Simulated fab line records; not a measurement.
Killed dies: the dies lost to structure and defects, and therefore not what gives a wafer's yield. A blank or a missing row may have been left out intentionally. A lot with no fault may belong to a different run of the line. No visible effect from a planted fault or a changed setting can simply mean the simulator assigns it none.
fab line records	flow sky130
record: lots: 24	wafers: 72	last_day: 50
route steps=708 shown PWDE@55 METAL1@436 VIA1@478 METAL2@485 VIA2@510 METAL3@563
lots untouched by any fault: they come from a run of this same line in which no faults occurred
start_h: hours from the record's first day to the start of the lot's first wafer shown	wait_h: time in hours since the lot's previous step	" identical to the entry in the row above	L1.1+2: one row covering several wafers at once	- no value, or no start given	* or withheld: withheld	< > ~ a bound
route shown NAME@n: a module of which the file shows steps, and the number in the route of the first	usual: the fault-free wafers' mean and standard deviation	same: alike in all rows	chamber/n: place in a boat	sites: each site's reading	_std_site: the values' standard deviation	_edge_site: outer sites' mean less inner sites'	radius_mm: for every site, how far away it sits from the centre of the wafer	mask NAME#n: copy n	behind: the last tool/chamber to shape the wafer	hold: why the lot was held/for how many hours/how that ended	device: which transistor (n, p or np) failed to switch	end of line: the route-end tests of the same wafers	where a step has no rows: the recipe by itself	killed: dies lost to structure and defects at the first sort, not the wafer's yield	map: the dies of a wafer, with x for killed, . for not killed, _ for no die there
set.NAME: setting as actually run; set.NAME@STEP: the setting as run at that earlier step	model.NAME: the simulator's own value behind a step, which no gauge read
one table for each step of the route and one row for each wafer, over a sample of lots
services: a tool's chamber out of use, with start hour (start_h, from the record's first day; less than 0 if before it), hours out, and reason
== steps ==
step: SKY_PWDE_TW_MEAS_10
usual: PWDE_TW: 372.4/2
lot.wafer	tool	chamber	start_h	wait_h	PWDE_TW
L074.2	film_metro-04	-	65.31	0.1	369.1
L074.3	"	-	"	"	370.0
L074.4	"	-	"	"	368.9
L075.3	film_metro-04	-	76.87	0.1	373.6
L075.5	"	-	"	"	371.4
L075.6	"	-	"	"	373.9
L076.2	film_metro-01	-	78.56	0.1	374.3
L076.4	"	-	"	"	373.9
L076.6	"	-	"	"	372.5
L077.1	film_metro-03	-	85.75	0.1	372.1
L077.3	"	-	"	"	372.2
L077.5	"	-	"	"	374.3
L078.2	film_metro-04	-	88.51	0.1	370.2
L078.4	"	-	"	"	367.5
L078.5	"	-	"	"	367.1
L080.1	film_metro-04	-	103.60	0.1	372.9
L080.3	"	-	"	"	371.1
L080.5	"	-	"	"	373.6
L079.1	film_metro-04	-	103.95	0.1	372.5
L079.3	"	-	"	"	370.9
L079.4	"	-	"	"	371.0
L081.1	film_metro-04	-	112.35	0.1	369.8
L081.2	"	-	"	"	371.8
L081.4	"	-	"	"	373.5
L082.2	film_metro-04	-	116.51	0.1	371.3
L082.4	"	-	"	"	372.2
L082.6	"	-	"	"	373.2
L083.3	film_metro-04	-	122.42	0.1	371.6
L083.4	"	-	"	"	369.4
L083.5	"	-	"	"	372.8
L084.3	film_metro-04	-	125.27	0.1	372.8
L084.4	"	-	"	"	371.2
L084.5	"	-	"	"	371.7
L085.2	film_metro-01	-	135.16	0.1	368.8
L085.3	"	-	"	"	372.3
L085.4	"	-	"	"	371.1
L086.4	film_metro-01	-	138.03	0.1	372.6
L086.5	"	-	"	"	372.6
L086.6	"	-	"	"	373.4
L087.1	film_metro-03	-	142.95	0.1	374.9
L087.4	"	-	"	"	372.4
L087.6	"	-	"	"	374.4
L088.1	film_metro-01	-	146.95	0.1	372.8
L088.3	"	-	"	"	370.8
L088.4	"	-	"	"	370.8
L089.1	film_metro-03	-	153.50	0.1	373.5
L089.4	"	-	"	"	373.8
L089.6	"	-	"	"	375.4
L090.2	film_metro-01	-	158.86	0.1	371.0
L090.3	"	-	"	"	369.6
L090.6	"	-	"	"	373.4
L091.2	film_metro-01	-	165.46	0.1	370.9
L091.3	"	-	"	"	370.7
L091.5	"	-	"	"	370.9
L092.2	film_metro-01	-	169.31	0.1	373.4
L092.4	"	-	"	"	371.7
L092.5	"	-	"	"	374.2
L093.2	film_metro-04	-	178.01	0.1	369.1
L093.4	"	-	"	"	372.0
L093.6	"	-	"	"	371.0
L094.2	film_metro-04	-	182.46	0.1	372.3
L094.3	"	-	"	"	374.1
L094.6	"	-	"	"	371.5
L095.1	film_metro-03	-	186.95	0.1	374.9
L095.4	"	-	"	"	373.2
L095.5	"	-	"	"	373.3
L096.1	film_metro-01	-	190.10	0.1	373.4
L096.3	"	-	"	"	373.5
L096.4	"	-	"	"	374.4
L097.2	film_metro-03	-	197.41	0.1	376.7
L097.3	"	-	"	"	376.1
L097.6	"	-	"	"	376.7
step: SKY_METAL1_SPUTTER_02
recipe: material: AlCu	target_thk_nm: 250	power_w: 10600	time_s: 13.3	chamber_pressure_pa: 0.4
usual: throttle_valve_pct: 29.8/0.96
lot.wafer	tool	chamber	start_h	wait_h	throttle_valve_pct
L074.2	pvd_sputter-01	-	730.21	0.0	31.2
L074.3	"	-	"	"	30.3
L074.4	"	-	"	"	28.6
L075.3	pvd_sputter-02	-	744.17	0.0	30.2
L075.5	"	-	"	"	28.5
L075.6	"	-	"	"	30.3
L076.2	pvd_sputter-02	-	748.22	0.0	30.5
L076.4	"	-	"	"	30.1
L076.6	"	-	"	"	30.1
L077.1	pvd_sputter-01	-	762.82	0.0	28.8
L077.3	"	-	"	"	31.3
L077.5	"	-	"	"	31.1
L078.2	pvd_sputter-01	-	768.37	0.0	30.3
L078.4	"	-	"	"	31.4
L078.5	"	-	"	"	29.2
L080.1	pvd_sputter-02	-	782.55	0.0	28.6
L080.3	"	-	"	"	30.0
L080.5	"	-	"	"	30.1
L079.1	pvd_sputter-04	-	792.89	0.0	31.2
L079.3	"	-	"	"	30.3
L079.4	"	-	"	"	30.4
L081.1	pvd_sputter-01	-	797.82	0.0	31.3
L081.2	"	-	"	"	29.2
L081.4	"	-	"	"	28.4
L082.2	pvd_sputter-01	-	803.35	0.0	31.4
L082.4	"	-	"	"	30.3
L082.6	"	-	"	"	28.3
L083.3	pvd_sputter-04	-	812.62	0.0	31.4
L083.4	"	-	"	"	31.4
L083.5	"	-	"	"	30.1
L084.3	pvd_sputter-01	-	818.24	0.0	29.1
L084.4	"	-	"	"	28.2
L084.5	"	-	"	"	28.8
L085.2	pvd_sputter-01	-	823.05	0.0	28.4
L085.3	"	-	"	"	29.2
L085.4	"	-	"	"	29.1
L086.4	pvd_sputter-02	-	832.17	0.0	28.6
L086.5	"	-	"	"	29.9
L086.6	"	-	"	"	28.6
L087.1	pvd_sputter-01	-	838.21	0.0	29.0
L087.4	"	-	"	"	29.1
L087.6	"	-	"	"	28.7
L088.1	pvd_sputter-04	-	849.01	0.0	31.3
L088.3	"	-	"	"	29.9
L088.4	"	-	"	"	30.3
L089.1	pvd_sputter-01	-	856.30	0.0	28.6
L089.4	"	-	"	"	28.8
L089.6	"	-	"	"	28.4
L090.2	pvd_sputter-01	-	861.07	0.0	29.2
L090.3	"	-	"	"	30.2
L090.6	"	-	"	"	31.4
L091.2	pvd_sputter-02	-	869.55	0.0	30.1
L091.3	"	-	"	"	28.7
L091.5	"	-	"	"	30.2
L092.2	pvd_sputter-04	-	878.97	0.0	29.8
L092.4	"	-	"	"	30.3
L092.5	"	-	"	"	31.3
L093.2	pvd_sputter-01	-	883.87	0.0	29.1
L093.4	"	-	"	"	30.1
L093.6	"	-	"	"	29.1
L094.2	pvd_sputter-01	-	897.44	0.0	28.5
L094.3	"	-	"	"	31.4
L094.6	"	-	"	"	30.4
L095.1	pvd_sputter-02	-	900.47	0.0	30.0
L095.4	"	-	"	"	30.2
L095.5	"	-	"	"	29.8
L096.1	pvd_sputter-01	-	902.92	0.0	31.3
L096.3	"	-	"	"	30.4
L096.4	"	-	"	"	28.6
L097.2	pvd_sputter-01	-	907.89	0.0	31.5
L097.3	"	-	"	"	29.1
L097.6	"	-	"	"	30.4
step: SKY_VIA1_SPUTTER_20
recipe: material: TiN	target_thk_nm: 20	chamber_pressure_pa: 5	power_w: 4000	time_s: 80
usual: throttle_valve_pct: 30.1/0.74
lot.wafer	tool	chamber	start_h	wait_h	throttle_valve_pct
L074.2	pvd_sputter-03	-	786.35	0.0	30.3
L074.3	"	-	"	"	29.9
L074.4	"	-	"	"	31.4
L075.3	pvd_sputter-03	-	799.86	0.0	30.3
L075.5	"	-	"	"	30.3
L075.6	"	-	"	"	31.5
L076.2	pvd_sputter-04	-	803.41	0.0	30.4
L076.4	"	-	"	"	31.4
L076.6	"	-	"	"	30.3
L077.1	pvd_sputter-02	-	818.12	0.0	29.7
L077.3	"	-	"	"	30.6
L077.5	"	-	"	"	29.9
L078.2	pvd_sputter-02	-	823.86	0.0	30.4
L078.4	"	-	"	"	30.2
L078.5	"	-	"	"	30.0
L080.1	pvd_sputter-02	-	838.54	0.0	30.6
L080.3	"	-	"	"	29.9
L080.5	"	-	"	"	30.0
L079.1	pvd_sputter-03	-	849.00	0.0	30.0
L079.3	"	-	"	"	31.3
L079.4	"	-	"	"	30.2
L081.1	pvd_sputter-02	-	853.90	0.0	29.9
L081.2	"	-	"	"	30.3
L081.4	"	-	"	"	30.2
L082.2	pvd_sputter-04	-	859.29	0.0	30.3
L082.4	"	-	"	"	29.9
L082.6	"	-	"	"	30.6
L083.3	pvd_sputter-03	-	867.54	0.0	31.3
L083.4	"	-	"	"	30.5
L083.5	"	-	"	"	30.5
L084.3	pvd_sputter-02	-	873.69	0.0	30.0
L084.4	"	-	"	"	30.0
L084.5	"	-	"	"	30.0
L085.2	pvd_sputter-02	-	878.61	0.0	29.8
L085.3	"	-	"	"	30.0
L085.4	"	-	"	"	30.5
L086.4	pvd_sputter-02	-	885.97	0.0	28.8
L086.5	"	-	"	"	29.8
L086.6	"	-	"	"	28.8
L087.1	pvd_sputter-04	-	891.35	0.0	30.3
L087.4	"	-	"	"	31.3
L087.6	"	-	"	"	30.5
L088.1	pvd_sputter-03	-	903.69	0.0	30.0
L088.3	"	-	"	"	30.3
L088.4	"	-	"	"	31.4
L089.1	pvd_sputter-04	-	910.63	0.0	31.4
L089.4	"	-	"	"	30.2
L089.6	"	-	"	"	29.9
L090.2	pvd_sputter-04	-	913.99	0.0	31.1
L090.3	"	-	"	"	30.3
L090.6	"	-	"	"	30.3
L091.2	pvd_sputter-02	-	923.21	0.0	29.8
L091.3	"	-	"	"	30.3
L091.5	"	-	"	"	29.8
L092.2	pvd_sputter-02	-	931.86	0.0	28.7
L092.4	"	-	"	"	29.9
L092.5	"	-	"	"	28.6
L093.2	pvd_sputter-02	-	936.35	0.0	29.9
L093.4	"	-	"	"	29.8
L093.6	"	-	"	"	28.8
L094.2	pvd_sputter-04	-	950.60	0.0	31.4
L094.3	"	-	"	"	30.4
L094.6	"	-	"	"	29.8
L095.1	pvd_sputter-03	-	952.70	0.0	30.0
L095.4	"	-	"	"	31.4
L095.5	"	-	"	"	30.2
L096.1	pvd_sputter-02	-	954.31	0.0	29.9
L096.3	"	-	"	"	30.0
L096.4	"	-	"	"	30.5
L097.2	pvd_sputter-03	-	959.24	0.0	30.4
L097.3	"	-	"	"	31.1
L097.6	"	-	"	"	30.4
step: SKY_METAL2_SPUTTER_02
recipe: material: AlCu	target_thk_nm: 250	power_w: 10600	time_s: 13.3	chamber_pressure_pa: 0.4
usual: throttle_valve_pct: 30.2/0.92
lot.wafer	tool	chamber	start_h	wait_h	throttle_valve_pct
L074.2	pvd_sputter-04	-	787.03	0.0	30.5
L074.3	"	-	"	"	30.7
L074.4	"	-	"	"	29.6
L075.3	pvd_sputter-01	-	800.54	0.0	31.5
L075.5	"	-	"	"	30.2
L075.6	"	-	"	"	28.6
L076.2	pvd_sputter-01	-	804.19	0.0	28.3
L076.4	"	-	"	"	30.6
L076.6	"	-	"	"	28.3
L077.1	pvd_sputter-04	-	818.81	0.0	29.7
L077.3	"	-	"	"	30.3
L077.5	"	-	"	"	30.7
L078.2	pvd_sputter-03	-	824.54	0.0	30.4
L078.4	"	-	"	"	30.0
L078.5	"	-	"	"	30.4
L080.1	pvd_sputter-01	-	839.22	0.0	28.6
L080.3	"	-	"	"	30.3
L080.5	"	-	"	"	31.4
L079.1	pvd_sputter-01	-	849.68	0.0	28.4
L079.3	"	-	"	"	29.9
L079.4	"	-	"	"	29.2
L081.1	pvd_sputter-03	-	854.58	0.0	31.2
L081.2	"	-	"	"	30.1
L081.4	"	-	"	"	30.2
L082.2	pvd_sputter-03	-	859.99	0.0	30.2
L082.4	"	-	"	"	30.1
L082.6	"	-	"	"	30.1
L083.3	pvd_sputter-01	-	868.22	0.0	30.3
L083.4	"	-	"	"	29.2
L083.5	"	-	"	"	28.3
L084.3	pvd_sputter-04	-	874.37	0.0	30.5
L084.4	"	-	"	"	30.3
L084.5	"	-	"	"	31.2
L085.2	pvd_sputter-03	-	879.29	0.0	29.8
L085.3	"	-	"	"	30.2
L085.4	"	-	"	"	30.3
L086.4	pvd_sputter-01	-	886.66	0.0	31.3
L086.5	"	-	"	"	31.4
L086.6	"	-	"	"	30.3
L087.1	pvd_sputter-01	-	892.03	0.0	29.3
L087.4	"	-	"	"	30.3
L087.6	"	-	"	"	29.1
L088.1	pvd_sputter-01	-	904.37	0.0	31.3
L088.3	"	-	"	"	29.1
L088.4	"	-	"	"	28.3
L089.1	pvd_sputter-03	-	911.73	0.0	30.1
L089.4	"	-	"	"	30.3
L089.6	"	-	"	"	30.4
L090.2	pvd_sputter-01	-	917.83	0.0	28.3
L090.3	"	-	"	"	31.2
L090.6	"	-	"	"	30.5
L091.2	pvd_sputter-01	-	925.19	0.0	30.2
L091.3	"	-	"	"	29.2
L091.5	"	-	"	"	29.2
L092.2	pvd_sputter-01	-	932.54	0.0	29.6
L092.4	"	-	"	"	28.3
L092.5	"	-	"	"	29.2
L093.2	pvd_sputter-03	-	937.03	0.0	31.1
L093.4	"	-	"	"	30.4
L093.6	"	-	"	"	31.2
L094.2	pvd_sputter-03	-	951.35	0.0	30.5
L094.3	"	-	"	"	30.6
L094.6	"	-	"	"	30.4
L095.1	pvd_sputter-01	-	953.38	0.0	28.4
L095.4	"	-	"	"	30.3
L095.5	"	-	"	"	30.4
L096.1	pvd_sputter-04	-	954.99	0.0	29.6
L096.3	"	-	"	"	30.5
L096.4	"	-	"	"	30.5
L097.2	pvd_sputter-03	-	959.92	0.0	30.0
L097.3	"	-	"	"	30.5
L097.6	"	-	"	"	30.0
step: SKY_VIA2_BOW_MEAS_03
recipe: mode: bow
usual: VIA2_BOW: 87/7.2
lot.wafer	tool	chamber	start_h	wait_h	VIA2_BOW[um]
L074.2	film_metro-02	-	815.10	0.3	84
L074.3	"	-	"	"	77
L074.4	"	-	"	"	85
L075.3	film_metro-03	-	828.79	0.1	91
L075.5	"	-	"	"	89
L075.6	"	-	"	"	86
L076.2	film_metro-03	-	832.88	0.3	87
L076.4	"	-	"	"	93
L076.6	"	-	"	"	73
L077.1	film_metro-03	-	847.74	0.1	91
L077.3	"	-	"	"	89
L077.5	"	-	"	"	88
L078.2	film_metro-01	-	853.16	0.3	85
L078.4	"	-	"	"	90
L078.5	"	-	"	"	89
L080.1	film_metro-03	-	866.17	0.2	88
L080.3	"	-	"	"	89
L080.5	"	-	"	"	86
L079.1	film_metro-03	-	877.07	0.2	87
L079.3	"	-	"	"	95
L079.4	"	-	"	"	84
L081.1	film_metro-03	-	881.66	0.2	85
L081.2	"	-	"	"	96
L081.4	"	-	"	"	88
L082.2	film_metro-03	-	886.99	0.2	95
L082.4	"	-	"	"	89
L082.6	"	-	"	"	88
L083.3	film_metro-03	-	895.33	0.3	78
L083.4	"	-	"	"	88
L083.5	"	-	"	"	93
L084.3	film_metro-01	-	901.87	0.2	95
L084.4	"	-	"	"	88
L084.5	"	-	"	"	85
L085.2	film_metro-01	-	906.74	0.3	91
L085.3	"	-	"	"	85
L085.4	"	-	"	"	100
L086.4	film_metro-02	-	916.95	0.2	79
L086.5	"	-	"	"	94
L086.6	"	-	"	"	77
L087.1	film_metro-01	-	918.99	0.1	82
L087.4	"	-	"	"	90
L087.6	"	-	"	"	94
L088.1	film_metro-03	-	930.06	0.1	88
L088.3	"	-	"	"	91
L088.4	"	-	"	"	80
L089.1	film_metro-01	-	937.58	0.2	89
L089.4	"	-	"	"	98
L089.6	"	-	"	"	88
L090.2	film_metro-03	-	943.92	0.1	96
L090.3	"	-	"	"	85
L090.6	"	-	"	"	101
L091.2	film_metro-02	-	951.21	0.2	78
L091.3	"	-	"	"	72
L091.5	"	-	"	"	85
L092.2	film_metro-03	-	958.46	0.3	84
L092.4	"	-	"	"	71
L092.5	"	-	"	"	92
L093.2	film_metro-03	-	962.05	0.1	79
L093.4	"	-	"	"	79
L093.6	"	-	"	"	84
L094.2	film_metro-02	-	977.28	0.2	93
L094.3	"	-	"	"	97
L094.6	"	-	"	"	98
L095.1	film_metro-03	-	979.40	0.2	96
L095.4	"	-	"	"	98
L095.5	"	-	"	"	88
L096.1	film_metro-03	-	980.65	0.2	94
L096.3	"	-	"	"	84
L096.4	"	-	"	"	82
L097.2	film_metro-03	-	985.63	0.1	78
L097.3	"	-	"	"	81
L097.6	"	-	"	"	92
step: SKY_METAL3_CD_MEAS_13
recipe: target_cd_nm: 300
usual: cd_nm: 300.3/1.7
lot.wafer	tool	chamber	start_h	wait_h	cd_nm
L074.2	cd_sem-02	-	895.33	-	299.1
L074.3	"	-	"	"	300.5
L074.4	"	-	"	"	302.0
L075.3	cd_sem-02	-	909.48	-	303.3
L075.5	"	-	"	"	302.8
L075.6	"	-	"	"	303.3
L076.2	cd_sem-01	-	912.20	-	301.0
L076.4	"	-	"	"	301.1
L076.6	"	-	"	"	301.6
L077.1	cd_sem-02	-	926.49	-	302.8
L077.3	"	-	"	"	302.6
L077.5	"	-	"	"	301.8
L078.2	cd_sem-01	-	932.33	-	298.6
L078.4	"	-	"	"	299.1
L078.5	"	-	"	"	298.4
L080.1	cd_sem-02	-	943.54	-	301.4
L080.3	"	-	"	"	299.7
L080.5	"	-	"	"	299.8
L079.1	cd_sem-01	-	954.16	-	298.6
L079.3	"	-	"	"	299.9
L079.4	"	-	"	"	299.9
L081.1	cd_sem-01	-	959.36	-	299.1
L081.2	"	-	"	"	299.3
L081.4	"	-	"	"	298.8
L082.2	cd_sem-02	-	966.81	-	298.3
L082.4	"	-	"	"	299.1
L082.6	"	-	"	"	296.5
L083.3	cd_sem-02	-	970.55	-	299.0
L083.4	"	-	"	"	300.5
L083.5	"	-	"	"	300.1
L084.3	cd_sem-01	-	977.10	-	298.1
L084.4	"	-	"	"	298.1
L084.5	"	-	"	"	298.9
L085.2	cd_sem-01	-	982.28	-	301.0
L085.3	"	-	"	"	300.6
L085.4	"	-	"	"	301.6
L086.4	cd_sem-02	-	991.30	-	297.2
L086.5	"	-	"	"	298.2
L086.6	"	-	"	"	300.2
L087.1	cd_sem-01	-	994.64	-	297.3
L087.4	"	-	"	"	298.6
L087.6	"	-	"	"	298.5
L088.1	cd_sem-01	-	1004.96	-	298.3
L088.3	"	-	"	"	297.4
L088.4	"	-	"	"	300.3
L089.1	cd_sem-02	-	1012.26	-	302.2
L089.4	"	-	"	"	301.4
L089.6	"	-	"	"	301.2
L090.2	cd_sem-01	-	1017.58	-	302.6
L090.3	"	-	"	"	302.0
L090.6	"	-	"	"	302.1
L091.2	cd_sem-01	-	1024.86	-	299.4
L091.3	"	-	"	"	299.4
L091.5	"	-	"	"	298.4
L092.2	cd_sem-01	-	1031.18	-	301.5
L092.4	"	-	"	"	302.6
L092.5	"	-	"	"	302.6
L093.2	cd_sem-01	-	1035.21	-	300.6
L093.4	"	-	"	"	299.8
L093.6	"	-	"	"	300.5
L094.2	cd_sem-02	-	1048.60	-	299.2
L094.3	"	-	"	"	298.6
L094.6	"	-	"	"	298.6
L095.1	cd_sem-02	-	1051.11	-	299.8
L095.4	"	-	"	"	300.1
L095.5	"	-	"	"	301.2
L096.1	cd_sem-02	-	1051.76	-	302.2
L096.3	"	-	"	"	302.2
L096.4	"	-	"	"	301.6
L097.2	cd_sem-01	-	1056.63	-	302.0
L097.3	"	-	"	"	303.0
L097.6	"	-	"	"	302.6
== services ==
tool	chamber	start_h	hours	kind
pvd_sputter-01	-	737.42	0.8	repair
pvd_sputter-04	-	766.76	3.1	repair
pvd_sputter-04	1	796.00	-	consumable_replace:kit
pvd_sputter-04	1	796.00	18.0	scheduled_down
pvd_sputter-04	1	796.00	18.0	vent_cycle
pvd_sputter-01	0	821.00	-	consumable_replace:kit
pvd_sputter-01	0	821.00	18.0	scheduled_down
pvd_sputter-01	0	821.00	18.0	vent_cycle
pvd_sputter-03	3	832.59	-	consumable_replace:kit
pvd_sputter-03	3	832.59	18.0	scheduled_down
pvd_sputter-03	3	832.59	18.0	vent_cycle
pvd_sputter-01	-	840.20	2.1	repair
pvd_sputter-02	-	840.35	2.9	repair
pvd_sputter-03	-	888.76	3.9	repair
pvd_sputter-02	0	918.84	-	consumable_replace:kit
pvd_sputter-02	0	918.84	18.0	scheduled_down
pvd_sputter-02	0	918.84	18.0	vent_cycle
pvd_sputter-01	-	932.96	5.0	repair
pvd_sputter-01	-	941.20	2.6	repair
== key ==
fault none
